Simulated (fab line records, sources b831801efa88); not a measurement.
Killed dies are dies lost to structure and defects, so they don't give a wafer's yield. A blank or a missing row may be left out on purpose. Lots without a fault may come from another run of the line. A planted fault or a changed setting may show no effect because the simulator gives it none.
Which tool did it? | flow sky130 | 24 lots, 72 wafers sampled, at 6 steps of a route of 708

WHAT THE GAUGES READ, wafer by wafer
SKY_POLY_CUT_CD_MEAS_08: target cd 270 nm.
lot  | measured     | on        | cd_nm (nm)
L074 | day 24 00:10 | cd_sem-02 | 271.1 271.6 270.9
L077 | day 25 07:36 | cd_sem-01 | 266.8 267.4 269.2
L075 | day 25 08:04 | cd_sem-02 | 269.2 267.4 268.5
L076 | day 25 08:10 | cd_sem-02 | 269.5 269.6 270.3
L078 | day 25 18:07 | cd_sem-01 | 270.9 269.9 270.8
L079 | day 25 23:08 | cd_sem-01 | 269.4 269.3 268.6
L080 | day 26 06:52 | cd_sem-01 | 269.3 270.0 269.7
L081 | day 26 09:25 | cd_sem-01 | 270.2 271.5 270.4
L082 | day 26 23:49 | cd_sem-02 | 272.5 271.4 270.7
L083 | day 27 04:35 | cd_sem-01 | 269.2 269.3 270.5
L084 | day 27 19:56 | cd_sem-02 | 270.6 272.1 272.3
L085 | day 28 05:26 | cd_sem-01 | 272.4 271.4 272.1
L086 | day 28 14:41 | cd_sem-01 | 269.2 270.3 269.6
L088 | day 30 08:21 | cd_sem-02 | 267.6 267.9 268.6
L087 | day 30 12:24 | cd_sem-01 | 270.3 271.5 269.9
L090 | day 30 12:43 | cd_sem-01 | 270.0 270.4 268.8
L092 | day 30 12:47 | cd_sem-02 | 272.0 271.8 271.6
L089 | day 30 13:19 | cd_sem-02 | 268.2 270.4 270.2
L091 | day 30 14:11 | cd_sem-01 | 269.9 270.1 270.0
L093 | day 30 17:16 | cd_sem-02 | 273.8 270.6 271.1
L094 | day 31 06:56 | cd_sem-02 | 270.5 270.1 269.8
L096 | day 32 12:21 | cd_sem-01 | 272.8 272.5 271.9
L095 | day 32 14:20 | cd_sem-01 | 269.5 270.6 270.2
L097 | day 32 15:18 | cd_sem-01 | 268.2 268.8 269.1

SKY_VIA3_CD_MEAS_12: target cd 200 nm.
lot  | measured     | on        | cd_nm (nm)
L074 | day 39 09:48 | cd_sem-02 | 199.2 199.5 200.3
L077 | day 40 14:57 | cd_sem-01 | 200.1 199.7 198.7
L075 | day 40 13:12 | cd_sem-01 | 202.0 201.4 202.0
L076 | day 40 15:32 | cd_sem-02 | 201.6 200.7 200.7
L078 | day 41 01:15 | cd_sem-01 | 199.7 199.6 199.0
L079 | day 41 02:11 | cd_sem-02 | 197.9 196.7 198.2
L080 | day 41 09:04 | cd_sem-02 | 202.7 199.3 200.7
L081 | day 41 12:18 | cd_sem-02 | 196.6 198.1 198.6
L082 | day 42 01:52 | cd_sem-02 | 199.6 201.0 201.3
L083 | day 42 03:22 | cd_sem-02 | 200.0 201.5 199.6
L084 | day 42 17:35 | cd_sem-01 | 197.9 195.9 198.7
L085 | day 43 01:47 | cd_sem-02 | 199.4 200.5 199.1
L086 | day 43 04:23 | cd_sem-02 | 199.6 200.5 200.8
L088 | day 44 18:50 | cd_sem-01 | 199.8 199.1 198.3
L087 | day 44 20:39 | cd_sem-01 | 200.2 201.3 199.9
L090 | day 44 22:17 | cd_sem-02 | 200.0 200.6 198.9
L092 | day 44 22:26 | cd_sem-02 | 199.7 199.5 200.4
L089 | day 44 23:54 | cd_sem-01 | 201.5 199.4 200.7
L091 | day 45 00:32 | cd_sem-01 | 201.2 200.4 199.8
L093 | day 45 01:33 | cd_sem-02 | 201.0 201.3 201.4
L094 | day 45 07:53 | cd_sem-02 | 201.4 202.0 200.6
L096 | day 46 07:38 | cd_sem-02 | 203.0 201.6 201.4
L095 | day 46 10:35 | cd_sem-02 | 201.6 202.4 202.5
L097 | day 46 11:35 | cd_sem-01 | 200.3 200.6 199.6

WHICH TOOL RAN EACH LOT (tool, then ch and the chambers of the sampled wafers, then the start)
lot  | SKY_METAL1_STRIP_20                  | SKY_VIA1_CMP_02               | SKY_VIA2_SOFTBAKE_08                         | SKY_METAL3_METAL_ETCH_18
L074 | plasma_asher-04 ch 0,1, day 32 13:08 | cmp-01 ch 0,3, day 32 13:57   | litho_track-04 ch 0, day 38 07:35 or earlier | rie_metal-03 ch 0,1, day 38 07:35
L077 | plasma_asher-02 ch 0,1, day 33 18:41 | cmp-01 ch 2,3, day 33 19:26   | litho_track-04 ch 0, day 39 13:11 or earlier | rie_metal-03 ch 0,1, day 39 13:11
L075 | plasma_asher-04 ch 0,1, day 33 19:43 | cmp-01 ch 0,1,3, day 33 20:32 | litho_track-04 ch 0, day 39 12:13 or earlier | rie_metal-01 ch 0,1, day 39 12:13
L076 | plasma_asher-01 ch 0,1, day 33 19:50 | cmp-01 ch 2,3, day 33 20:47   | litho_track-03 ch 0, day 39 14:02 or earlier | rie_metal-02 ch 0,1, day 39 14:02
L078 | plasma_asher-02 ch 0,1, day 34 06:08 | cmp-02 ch 0,2,3, day 34 06:55 | litho_track-04 ch 0, day 39 23:38 or earlier | rie_metal-03 ch 0,1, day 39 23:38
L079 | plasma_asher-02 ch 0,1, day 34 08:56 | cmp-01 ch 0,1,3, day 34 09:43 | litho_track-04 ch 0, day 40 00:29 or earlier | rie_metal-03 ch 0,1, day 40 00:29
L080 | plasma_asher-04 ch 0,1, day 34 16:37 | cmp-02 ch 0,1, day 34 17:23   | litho_track-03 ch 0, day 40 08:17 or earlier | rie_metal-02 ch 0,1, day 40 08:17
L081 | plasma_asher-04 ch 0,1, day 34 17:59 | cmp-01 ch 0,2,3, day 34 18:51 | litho_track-02 ch 0, day 40 10:38 or earlier | rie_metal-03 ch 0,1, day 40 10:38
L082 | plasma_asher-04 ch 0,1, day 35 09:32 | cmp-02 ch 2,3, day 35 10:35   | litho_track-03 ch 0, day 41 00:34 or earlier | rie_metal-01 ch 0,1, day 41 00:34
L083 | plasma_asher-04 ch 0,1, day 35 14:09 | cmp-02 ch 1,2,3, day 35 14:55 | litho_track-03 ch 0, day 41 02:53 or earlier | rie_metal-03 ch 0,1, day 41 02:53
L084 | plasma_asher-01 ch 0,1, day 36 03:31 | cmp-01 ch 2,3, day 36 04:22   | litho_track-02 ch 0, day 41 17:01 or earlier | rie_metal-01 ch 0,1, day 41 17:01
L085 | plasma_asher-04 ch 0, day 36 13:32   | cmp-01 ch 0,2,3, day 36 14:24 | litho_track-04 ch 0, day 42 00:51 or earlier | rie_metal-03 ch 1, day 42 00:51
L086 | plasma_asher-04 ch 0,1, day 36 18:38 | cmp-02 ch 1,2, day 36 19:25   | litho_track-03 ch 0, day 42 04:08 or earlier | rie_metal-01 ch 0,1, day 42 04:08
L088 | plasma_asher-04 ch 0,1, day 38 12:13 | cmp-02 ch 0,1, day 38 13:08   | litho_track-03 ch 0, day 43 19:10 or earlier | rie_metal-03 ch 0,1, day 43 19:10
L087 | plasma_asher-04 ch 0,1, day 38 14:22 | cmp-02 ch 2,3, day 38 15:29   | litho_track-02 ch 0, day 43 21:26 or earlier | rie_metal-01 ch 1, day 43 21:26
L090 | plasma_asher-01 ch 0,1, day 38 15:45 | cmp-02 ch 1,2,3, day 38 16:45 | litho_track-04 ch 0, day 43 22:33 or earlier | rie_metal-03 ch 0,1, day 43 22:33
L092 | plasma_asher-04 ch 0,1, day 38 16:49 | cmp-01 ch 2,3, day 38 17:41   | litho_track-04 ch 0, day 43 23:26 or earlier | rie_metal-01 ch 0,1, day 43 23:26
L089 | plasma_asher-04 ch 0, day 38 17:17   | cmp-02 ch 0,2,3, day 38 18:19 | litho_track-02 ch 0, day 44 00:29 or earlier | rie_metal-01 ch 0,1, day 44 00:29
L091 | plasma_asher-04 ch 0,1, day 38 17:38 | cmp-01 ch 0,1,3, day 38 18:48 | litho_track-04 ch 0, day 44 00:50 or earlier | rie_metal-02 ch 1, day 44 00:50
L093 | plasma_asher-01 ch 0,1, day 38 19:53 | cmp-01 ch 0,2,3, day 38 20:41 | litho_track-04 ch 0, day 44 02:34 or earlier | rie_metal-01 ch 0,1, day 44 02:34
L094 | plasma_asher-01 ch 0,1, day 39 07:56 | cmp-02 ch 0,1, day 39 08:41   | litho_track-02 ch 0, day 44 09:12 or earlier | rie_metal-01 ch 0,1, day 44 09:12
L096 | plasma_asher-04 ch 0,1, day 40 09:47 | cmp-01 ch 1,2,3, day 40 10:41 | litho_track-02 ch 0, day 45 09:36 or earlier | rie_metal-03 ch 0,1, day 45 09:36
L095 | plasma_asher-01 ch 0,1, day 40 10:53 | cmp-01 ch 1,2,3, day 40 11:49 | litho_track-04 ch 0, day 45 12:00 or earlier | rie_metal-03 ch 0,1, day 45 12:00
L097 | plasma_asher-04 ch 0,1, day 40 12:47 | cmp-02 ch 0,1,2, day 40 13:37 | litho_track-04 ch 0, day 45 13:07 or earlier | rie_metal-01 ch 0,1, day 45 13:07
- SKY_METAL1_STRIP_20: strips in O2/N2.
- SKY_VIA1_CMP_02: polishes SiO2.
- SKY_VIA2_SOFTBAKE_08: time 91.75 s.
- SKY_METAL3_METAL_ETCH_18: etches the open film in Cl2/BCl3, stops on SiO2, target depth 845 nm, time 183.1 s.

WHAT THE TOOLS THEMSELVES READ (means of the sampled wafers that have a number; where no wafer has one, the mark that the record gives instead)
SKY_METAL1_STRIP_20.
lot  | tool            | drypump_motor_current_A (A) | o2_flow_sccm (sccm) | oes_product_au (a.u.) | strip_time_to_endpoint_s (s)
L074 | plasma_asher-04 | 6.2                         | 3007                | 0.339                 | 2.68
L077 | plasma_asher-02 | 5.4                         | 2999                | 0.341                 | 2.70
L075 | plasma_asher-04 | 6.3                         | 2991                | 0.337                 | 2.64
L076 | plasma_asher-01 | 5.6                         | 2989                | 0.342                 | 2.69
L078 | plasma_asher-02 | 5.8                         | 3002                | 0.343                 | 2.64
L079 | plasma_asher-02 | 5.8                         | 3005                | 0.343                 | 2.65
L080 | plasma_asher-04 | 6.2                         | 3012                | 0.339                 | 2.67
L081 | plasma_asher-04 | 6.2                         | 3001                | 0.340                 | 2.68
L082 | plasma_asher-04 | 6.3                         | 2999                | 0.345                 | 2.70
L083 | plasma_asher-04 | 6.3                         | 2998                | 0.340                 | 2.68
L084 | plasma_asher-01 | 5.7                         | 3001                | 0.340                 | 2.70
L085 | plasma_asher-04 | 6.3                         | 2995                | 0.347                 | 2.73
L086 | plasma_asher-04 | 6.2                         | 3004                | 0.343                 | 2.67
L088 | plasma_asher-04 | 6.3                         | 2996                | 0.339                 | 2.68
L087 | plasma_asher-04 | 6.2                         | 3008                | 0.343                 | 2.69
L090 | plasma_asher-01 | 5.7                         | 3004                | 0.344                 | 2.67
L092 | plasma_asher-04 | 6.2                         | 3009                | 0.347                 | 2.73
L089 | plasma_asher-04 | 6.2                         | 2997                | 0.340                 | 2.70
L091 | plasma_asher-04 | 6.2                         | 2998                | 0.343                 | 2.73
L093 | plasma_asher-01 | 5.6                         | 3006                | 0.341                 | 2.71
L094 | plasma_asher-01 | 5.7                         | 3000                | 0.346                 | 2.69
L096 | plasma_asher-04 | 6.2                         | 3001                | 0.340                 | 2.73
L095 | plasma_asher-01 | 5.8                         | 2999                | 0.337                 | 2.70
L097 | plasma_asher-04 | 6.2                         | 3001                | 0.344                 | 2.71

SKY_VIA1_CMP_02.
lot  | tool   | motor_current_A (A) | platen_rpm (rpm)
L074 | cmp-01 | 13.3                | 60.00
L077 | cmp-01 | 14.1                | 60.01
L075 | cmp-01 | 12.3                | 60.01
L076 | cmp-01 | 14.3                | 59.95
L078 | cmp-02 | 13.3                | 60.01
L079 | cmp-01 | 12.2                | 60.02
L080 | cmp-02 | 12.7                | 59.99
L081 | cmp-01 | 12.9                | 59.95
L082 | cmp-02 | 14.4                | 60.01
L083 | cmp-02 | 13.5                | 59.99
L084 | cmp-01 | 14.5                | 60.00
L085 | cmp-01 | 12.9                | 60.01
L086 | cmp-02 | 13.1                | 59.99
L088 | cmp-02 | 13.0                | 59.99
L087 | cmp-02 | 13.8                | 59.99
L090 | cmp-02 | 13.6                | 60.06
L092 | cmp-01 | 14.3                | 59.99
L089 | cmp-02 | 13.1                | 60.00
L091 | cmp-01 | 12.3                | 60.06
L093 | cmp-01 | 12.7                | 60.01
L094 | cmp-02 | 12.8                | 59.99
L096 | cmp-01 | 13.6                | 60.05
L095 | cmp-01 | 13.5                | 59.98
L097 | cmp-02 | 12.7                | 60.01

SKY_VIA2_SOFTBAKE_08.
lot  | tool           | plate_sensor_t_centre_C (C) | plate_sensor_t_edge_C (C)
L074 | litho_track-04 | 100.88                      | 100.96
L077 | litho_track-04 | 100.88                      | 100.96
L075 | litho_track-04 | 100.89                      | 100.95
L076 | litho_track-03 | 100.89                      | 100.95
L078 | litho_track-04 | 100.87                      | 100.96
L079 | litho_track-04 | 100.89                      | 100.95
L080 | litho_track-03 | 100.87                      | 100.96
L081 | litho_track-02 | 100.89                      | 100.96
L082 | litho_track-03 | 100.89                      | 100.95
L083 | litho_track-03 | 100.89                      | 100.96
L084 | litho_track-02 | 100.88                      | 100.96
L085 | litho_track-04 | 100.89                      | 100.96
L086 | litho_track-03 | 100.88                      | 100.94
L088 | litho_track-03 | 100.88                      | 100.96
L087 | litho_track-02 | 100.87                      | 100.96
L090 | litho_track-04 | 100.88                      | 100.95
L092 | litho_track-04 | 100.87                      | 100.96
L089 | litho_track-02 | 100.88                      | 100.95
L091 | litho_track-04 | 100.87                      | 100.95
L093 | litho_track-04 | 100.88                      | 100.95
L094 | litho_track-02 | 100.88                      | 100.94
L096 | litho_track-02 | 100.87                      | 100.96
L095 | litho_track-04 | 100.88                      | 100.95
L097 | litho_track-04 | 100.88                      | 100.94

SKY_METAL3_METAL_ETCH_18.
lot  | tool         | drypump_motor_current_A (A) | oes_product_au (a.u.) | throttle_valve_pct (%)
L074 | rie_metal-03 | 5.60                        | 0.869                 | 22.264
L077 | rie_metal-03 | 5.77                        | 0.864                 | 22.266
L075 | rie_metal-01 | 5.90                        | 0.865                 | 22.255
L076 | rie_metal-02 | 5.66                        | 0.864                 | 22.267
L078 | rie_metal-03 | 5.78                        | 0.862                 | 22.266
L079 | rie_metal-03 | 5.61                        | 0.863                 | 22.265
L080 | rie_metal-02 | 5.66                        | 0.874                 | 22.266
L081 | rie_metal-03 | 5.59                        | 0.867                 | 22.266
L082 | rie_metal-01 | 5.85                        | 0.870                 | 22.267
L083 | rie_metal-03 | 5.60                        | 0.873                 | 22.265
L084 | rie_metal-01 | 5.85                        | 0.860                 | 22.269
L085 | rie_metal-03 | 5.39                        | 0.863                 | 22.258
L086 | rie_metal-01 | 5.85                        | 0.870                 | 22.260
L088 | rie_metal-03 | 5.77                        | 0.870                 | 22.265
L087 | rie_metal-01 | 5.79                        | 0.865                 | 22.261
L090 | rie_metal-03 | 5.58                        | 0.864                 | 22.270
L092 | rie_metal-01 | 5.89                        | 0.868                 | 22.272
L089 | rie_metal-01 | 5.89                        | 0.860                 | 22.255
L091 | rie_metal-02 | 5.95                        | 0.866                 | 22.263
L093 | rie_metal-01 | 5.84                        | 0.859                 | 22.265
L094 | rie_metal-01 | 5.92                        | 0.863                 | 22.265
L096 | rie_metal-03 | 5.57                        | 0.861                 | 22.257
L095 | rie_metal-03 | 5.57                        | 0.868                 | 22.263
L097 | rie_metal-01 | 5.89                        | 0.868                 | 22.259

THE ANSWER, worked out from the rows above alone
Rule: what is usual is taken from the lots themselves. Put in order of their means at a reading, lots are off if they are a third of the lots or fewer, leave a main group of 4 or more, and stand apart from it by a gap of 3 or more times the standard deviation of the main group's means; of several such gaps the widest counts. A main group whose means are all the same, to the digits that the tables above print for the reading, isn't used. A lot without any number at a reading at which 4 lots or more have one is off too. The other lots that the step has rows for count as sound. The gauges are gone through in route order, then the tools' own readings, and for those a lot's mean is taken as printed above. The first step at which some lot is off is used, and at that step the reading that is off furthest; a lot without a number counts as furthest.
No lot is off at any reading shown: from this, nothing can be told.

WHAT THE SIMULATOR HAD PUT IN
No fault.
